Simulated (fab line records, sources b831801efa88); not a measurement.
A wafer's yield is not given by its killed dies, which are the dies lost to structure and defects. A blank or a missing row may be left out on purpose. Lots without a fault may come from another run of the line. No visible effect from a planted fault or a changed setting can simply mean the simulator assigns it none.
Split-lot experiment || flow sky130 || 5 lots, 23 wafers read, on a route of 708 steps

THE SPLIT
At SKY_LI_CONTACT_SPUTTER_19 (material Ti, target thk 20 nm, time 106.37 s), the setting powerW was moved away from the recipe's 2500 W on 6 of the 23 wafers read, by -9.7% to +10.9%. All remaining wafers had this setting at the recipe value.

The reading is taken at the split's own step.

THE READING
Ti_of_LI_CONTACT_SPUTTER_19.thkNm (the simulator's own value, which no gauge read), in nm, at SKY_LI_CONTACT_SPUTTER_19 (material Ti, target thk 20 nm, time 106.37 s). The file gives no usual value for it. Here, 17 wafers ran the recipe; their average is 19.85 nm with a standard deviation of 0.28 nm.

{"wafer": "L076.1", "tool, chamber at the split": "pvdSputter-01, -", "powerW as run, W": 2257, "against the recipe": "-9.7%", "Ti_of_LI_CONTACT_SPUTTER_19.thkNm, nm": 18.43, "against lot-mates on the recipe": -1.93}
{"wafer": "L076.2", "tool, chamber at the split": "pvdSputter-01, -", "powerW as run, W": 2257, "against the recipe": "-9.7%", "Ti_of_LI_CONTACT_SPUTTER_19.thkNm, nm": 18.25, "against lot-mates on the recipe": -2.11}
{"wafer": "L076.3", "tool, chamber at the split": "pvdSputter-01, -", "powerW as run, W": 2500, "against the recipe": "recipe", "Ti_of_LI_CONTACT_SPUTTER_19.thkNm, nm": 20.42, "against lot-mates on the recipe": "-"}
{"wafer": "L076.5", "tool, chamber at the split": "pvdSputter-01, -", "powerW as run, W": 2257, "against the recipe": "-9.7%", "Ti_of_LI_CONTACT_SPUTTER_19.thkNm, nm": 18.28, "against lot-mates on the recipe": -2.07}
{"wafer": "L076.6", "tool, chamber at the split": "pvdSputter-01, -", "powerW as run, W": 2500, "against the recipe": "recipe", "Ti_of_LI_CONTACT_SPUTTER_19.thkNm, nm": 20.29, "against lot-mates on the recipe": "-"}
{"wafer": "L078.1", "tool, chamber at the split": "pvdSputter-03, -", "powerW as run, W": 2773, "against the recipe": "+10.9%", "Ti_of_LI_CONTACT_SPUTTER_19.thkNm, nm": 22.17, "against lot-mates on the recipe": "+2.31"}
{"wafer": "L078.3", "tool, chamber at the split": "pvdSputter-03, -", "powerW as run, W": 2773, "against the recipe": "+10.9%", "Ti_of_LI_CONTACT_SPUTTER_19.thkNm, nm": 22.22, "against lot-mates on the recipe": "+2.36"}
{"wafer": "L078.4", "tool, chamber at the split": "pvdSputter-03, -", "powerW as run, W": 2773, "against the recipe": "+10.9%", "Ti_of_LI_CONTACT_SPUTTER_19.thkNm, nm": 22.01, "against lot-mates on the recipe": "+2.15"}
{"wafer": "L078.5", "tool, chamber at the split": "pvdSputter-03, -", "powerW as run, W": 2500, "against the recipe": "recipe", "Ti_of_LI_CONTACT_SPUTTER_19.thkNm, nm": 20.01, "against lot-mates on the recipe": "-"}
{"wafer": "L078.6", "tool, chamber at the split": "pvdSputter-03, -", "powerW as run, W": 2500, "against the recipe": "recipe", "Ti_of_LI_CONTACT_SPUTTER_19.thkNm, nm": 19.71, "against lot-mates on the recipe": "-"}
{"wafer": "L083.1", "tool, chamber at the split": "pvdSputter-01, -", "powerW as run, W": 2500, "against the recipe": "recipe", "Ti_of_LI_CONTACT_SPUTTER_19.thkNm, nm": 19.86, "against lot-mates on the recipe": "-"}
{"wafer": "L083.2", "tool, chamber at the split": "pvdSputter-01, -", "powerW as run, W": 2500, "against the recipe": "recipe", "Ti_of_LI_CONTACT_SPUTTER_19.thkNm, nm": 20.29, "against lot-mates on the recipe": "-"}
{"wafer": "L083.3", "tool, chamber at the split": "pvdSputter-01, -", "powerW as run, W": 2500, "against the recipe": "recipe", "Ti_of_LI_CONTACT_SPUTTER_19.thkNm, nm": 19.81, "against lot-mates on the recipe": "-"}
{"wafer": "L083.4", "tool, chamber at the split": "pvdSputter-01, -", "powerW as run, W": 2500, "against the recipe": "recipe", "Ti_of_LI_CONTACT_SPUTTER_19.thkNm, nm": 20.05, "against lot-mates on the recipe": "-"}
{"wafer": "L083.5", "tool, chamber at the split": "pvdSputter-01, -", "powerW as run, W": 2500, "against the recipe": "recipe", "Ti_of_LI_CONTACT_SPUTTER_19.thkNm, nm": 19.97, "against lot-mates on the recipe": "-"}
{"wafer": "L081.4", "tool, chamber at the split": "pvdSputter-02, -", "powerW as run, W": 2500, "against the recipe": "recipe", "Ti_of_LI_CONTACT_SPUTTER_19.thkNm, nm": 19.68, "against lot-mates on the recipe": "-"}
{"wafer": "L081.5", "tool, chamber at the split": "pvdSputter-02, -", "powerW as run, W": 2500, "against the recipe": "recipe", "Ti_of_LI_CONTACT_SPUTTER_19.thkNm, nm": 19.82, "against lot-mates on the recipe": "-"}
{"wafer": "L081.6", "tool, chamber at the split": "pvdSputter-02, -", "powerW as run, W": 2500, "against the recipe": "recipe", "Ti_of_LI_CONTACT_SPUTTER_19.thkNm, nm": 19.57, "against lot-mates on the recipe": "-"}
{"wafer": "L084.1", "tool, chamber at the split": "pvdSputter-01, -", "powerW as run, W": 2500, "against the recipe": "recipe", "Ti_of_LI_CONTACT_SPUTTER_19.thkNm, nm": 19.59, "against lot-mates on the recipe": "-"}
{"wafer": "L084.2", "tool, chamber at the split": "pvdSputter-01, -", "powerW as run, W": 2500, "against the recipe": "recipe", "Ti_of_LI_CONTACT_SPUTTER_19.thkNm, nm": 19.42, "against lot-mates on the recipe": "-"}
{"wafer": "L084.3", "tool, chamber at the split": "pvdSputter-01, -", "powerW as run, W": 2500, "against the recipe": "recipe", "Ti_of_LI_CONTACT_SPUTTER_19.thkNm, nm": 19.81, "against lot-mates on the recipe": "-"}
{"wafer": "L084.4", "tool, chamber at the split": "pvdSputter-01, -", "powerW as run, W": 2500, "against the recipe": "recipe", "Ti_of_LI_CONTACT_SPUTTER_19.thkNm, nm": 19.52, "against lot-mates on the recipe": "-"}
{"wafer": "L084.5", "tool, chamber at the split": "pvdSputter-01, -", "powerW as run, W": 2500, "against the recipe": "recipe", "Ti_of_LI_CONTACT_SPUTTER_19.thkNm, nm": 19.56, "against lot-mates on the recipe": "-"}

THE FIT
A straight line over all 23 wafers: Ti_of_LI_CONTACT_SPUTTER_19.thkNm changes by +0.186 nm for each +1% of powerW; r = +0.96; the points scatter about the line by 0.29 nm.
The same after taking each lot's own level away (the mean of its wafers on the recipe; 23 wafers): +0.209 nm for each +1%; r = +0.99; scatter 0.13 nm.
According to that fit, moving powerW by its largest amount changes the reading by 2.3 nm.
The lots' own levels span 19.580 to 20.355 nm, that is 2.7 times the standard deviation above.
Hence the slope depends on the lot-to-lot level, as the two fits are not the same.
Check: with one of the wafers moved furthest among these (+10.9%) left out of the fit, the line predicts +2.27 nm for it against its lot-mates. It came out at +2.31 nm against them.

THESE WAFERS: OTHER SPLITS
These wafers also went through other splits before the reading. Each is held against what the fit with the lots' levels taken away leaves over:
{"other split on the same wafers": "SKY_SD_P_IMPLANT_09 doseCm2", "wafers away from the commonest value": 8, "r with Ti_of_LI_CONTACT_SPUTTER_19.thkNm (lot level and that fit taken away)": -0.18}
{"other split on the same wafers": "SKY_RES_XHIGH_COAT_02 resistThkNm", "wafers away from the commonest value": 8, "r with Ti_of_LI_CONTACT_SPUTTER_19.thkNm (lot level and that fit taken away)": -0.05}
{"other split on the same wafers": "SKY_SD_N_IMPLANT_10 energyKev", "wafers away from the commonest value": 6, "r with Ti_of_LI_CONTACT_SPUTTER_19.thkNm (lot level and that fit taken away)": "+0.07"}
{"other split on the same wafers": "SKY_LI_CONTACT_CMP_02 leaveAboveRefNm", "wafers away from the commonest value": 8, "r with Ti_of_LI_CONTACT_SPUTTER_19.thkNm (lot level and that fit taken away)": -0.08}

THE FILE'S OWN FIT
Ti_of_LI_CONTACT_SPUTTER_19.thkNm changes by +0.209 nm for each +1% of powerW, r = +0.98.
